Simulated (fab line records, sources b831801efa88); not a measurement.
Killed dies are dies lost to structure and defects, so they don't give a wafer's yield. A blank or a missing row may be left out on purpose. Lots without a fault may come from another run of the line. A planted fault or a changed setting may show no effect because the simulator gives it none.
Which tool did it? | flow sky130 | 13 lots, 39 wafers sampled, at 2 steps of a route of 708

WHAT THE GAUGES READ, wafer by wafer
SKY_CAP2M_THK_MEAS_04: measures by xrf. Usual: CAP2M_TIN_THK 200.5 nm, standard deviation 2.
lot  | measured     | on            | CAP2M_TIN_THK (nm) | flag
L589 | day 39 20:06 | film_metro-03 | 198.7 195.1 200.9  |
L590 | day 39 20:41 | film_metro-02 | 201.0 200.4 203.6  |
L592 | day 40 19:01 | film_metro-03 | 199.7 198.0 197.2  |
L595 | day 41 12:54 | film_metro-03 | 203.8 205.0 205.7  |
L594 | day 41 15:58 | film_metro-03 | 200.6 201.6 200.9  |
L596 | day 42 11:40 | film_metro-02 | 200.8 200.3 201.0  |
L597 | day 42 12:56 | film_metro-03 | 199.6 200.1 199.9  |
L598 | day 42 13:40 | film_metro-03 | 199.5 199.7 201.0  |
L600 | day 43 07:11 | film_metro-03 | 200.7 202.9 204.0  |
L603 | day 43 19:08 | film_metro-03 | 197.5 200.9 198.3  |
L605 | day 44 09:56 | film_metro-02 | 201.3 200.7 202.8  |
L606 | day 44 15:44 | film_metro-03 | 198.4 198.5 200.1  |
L611 | day 45 16:55 | film_metro-04 | 199.9 198.9 200.4  |

WHICH TOOL RAN EACH LOT (tool, then ch and the chambers of the sampled wafers, then the start)
lot  | SKY_SALICIDE_CLEAN_00
L589 | wet_bench-01 ch 2, day 28 01:31
L590 | wet_bench-03 ch 2, day 28 02:08
L592 | wet_bench-01 ch 2, day 29 02:45
L595 | wet_bench-03 ch 2, day 29 22:49
L594 | wet_bench-03 ch 0, day 30 03:35
L596 | wet_bench-03 ch 0, day 31 02:02
L597 | wet_bench-02 ch 3, day 31 03:22
L598 | wet_bench-01 ch 2, day 31 06:24
L600 | wet_bench-01 ch 1, day 32 01:52
L603 | wet_bench-01 ch 1, day 32 16:38
L605 | wet_bench-03 ch 0, day 33 07:10
L606 | wet_bench-03 ch 0, day 33 16:46
L611 | wet_bench-01 ch 0, day 34 22:12
- SKY_SALICIDE_CLEAN_00: cleans in HF-last, time 30 s.

WHAT THE TOOLS THEMSELVES READ (means of the sampled wafers that have a number; where no wafer has one, the mark that the record gives instead)
The record holds no such reading with a usual standard deviation.

THE ANSWER, worked out from the rows above alone
Rule: a lot is off if the mean of its wafers that have a number lies more than 3 standard deviations from the usual mean. A lot without any number at a reading at which 4 lots or more have one is off too. The other lots that the step has rows for count as sound. The gauges are gone through in route order, then the tools' own readings, and for those a lot's mean is taken as printed above. The first step at which some lot is off is used, and at that step the reading that is off furthest; a lot without a number counts as furthest.
No lot is off at any reading shown: from this, nothing can be told.

WHAT THE SIMULATOR HAD PUT IN
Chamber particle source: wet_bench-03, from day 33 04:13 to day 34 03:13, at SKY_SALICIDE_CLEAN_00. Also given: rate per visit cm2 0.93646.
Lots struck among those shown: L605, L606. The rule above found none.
